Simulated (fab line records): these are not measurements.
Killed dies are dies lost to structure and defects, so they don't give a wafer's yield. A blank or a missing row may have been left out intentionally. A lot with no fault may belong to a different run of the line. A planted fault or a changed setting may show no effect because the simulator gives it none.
Which of the tools did it? -- flow sky130 -- 6 lots with 18 wafers sampled at 4 steps, on a route of 708 steps

## WHAT THE GAUGES SHOWED, per wafer
SKY_PAD_OPEN_BOW_MEAS_13.
lot,measured,on,PAD_OPEN_BOW (um)
L153,day 46 02:50,film_metro-01,47 41 52
L159,day 47 09:50,film_metro-02,47 41 32
L160,day 47 19:20,film_metro-02,56 49 52
L162,day 48 07:14,film_metro-01,54 46 48
L165,day 48 21:57,film_metro-01,54 50 53
L169,day 49 20:15,film_metro-01,45 57 42

## TOOL THAT RAN EACH LOT (tool first, then ch and the chambers of the sampled wafers, then the start)
lot,SKY_METAL4_SPUTTER_04,SKY_PASSIVATION_CVD_00,SKY_PASSIVATION_CVD_02
L153,"pvd_sputter-04, day 40 01:25","pecvd-03 ch 1,2, day 44 05:40","pecvd-02 ch 0,1,2, day 44 05:44"
L159,"pvd_sputter-01, day 41 14:16","pecvd-03 ch 0,1,2, day 45 14:00","pecvd-04 ch 0,1, day 45 14:05"
L160,"pvd_sputter-01, day 42 02:53","pecvd-03 ch 0,1,2, day 46 01:01","pecvd-02 ch 0,2, day 46 01:05"
L162,"pvd_sputter-04, day 42 17:22","pecvd-02 ch 0,1, day 46 12:40","pecvd-04 ch 0,2, day 46 12:44"
L165,"pvd_sputter-02, day 43 11:55","pecvd-03 ch 0,1,2, day 47 05:11","pecvd-02 ch 1,2, day 47 05:16"
L169,"pvd_sputter-04, day 44 16:11","pecvd-02 ch 0,2, day 48 06:51","pecvd-04 ch 1,2, day 48 06:56"
- SKY_METAL4_SPUTTER_04: material TiN, target thk 70 nm, time 58.3 s.
- SKY_PASSIVATION_CVD_00: deposits SiO2, target thk 90 nm.
- SKY_PASSIVATION_CVD_02: deposits Si3N4, target thk 540 nm.

## THE ANSWER, worked out from the rows above alone
Rule: usual is defined by the lots themselves. Put in order of their means at a reading, lots are off if they are a third of the lots or fewer, leave a main group of 4 or more, and stand apart from it by a gap of 3 or more times the standard deviation of the main group's means; of several such gaps the widest counts. If all means in a main group match to the digits the tables above print for the reading, that group is not used. A lot without any number at a reading at which 4 lots or more have one is off too. Where the step has rows for the other lots, those lots are counted as sound.
No lot is off on any of the readings shown, so nothing can be concluded from this.

## WHAT WAS PUT IN BY THE SIMULATOR
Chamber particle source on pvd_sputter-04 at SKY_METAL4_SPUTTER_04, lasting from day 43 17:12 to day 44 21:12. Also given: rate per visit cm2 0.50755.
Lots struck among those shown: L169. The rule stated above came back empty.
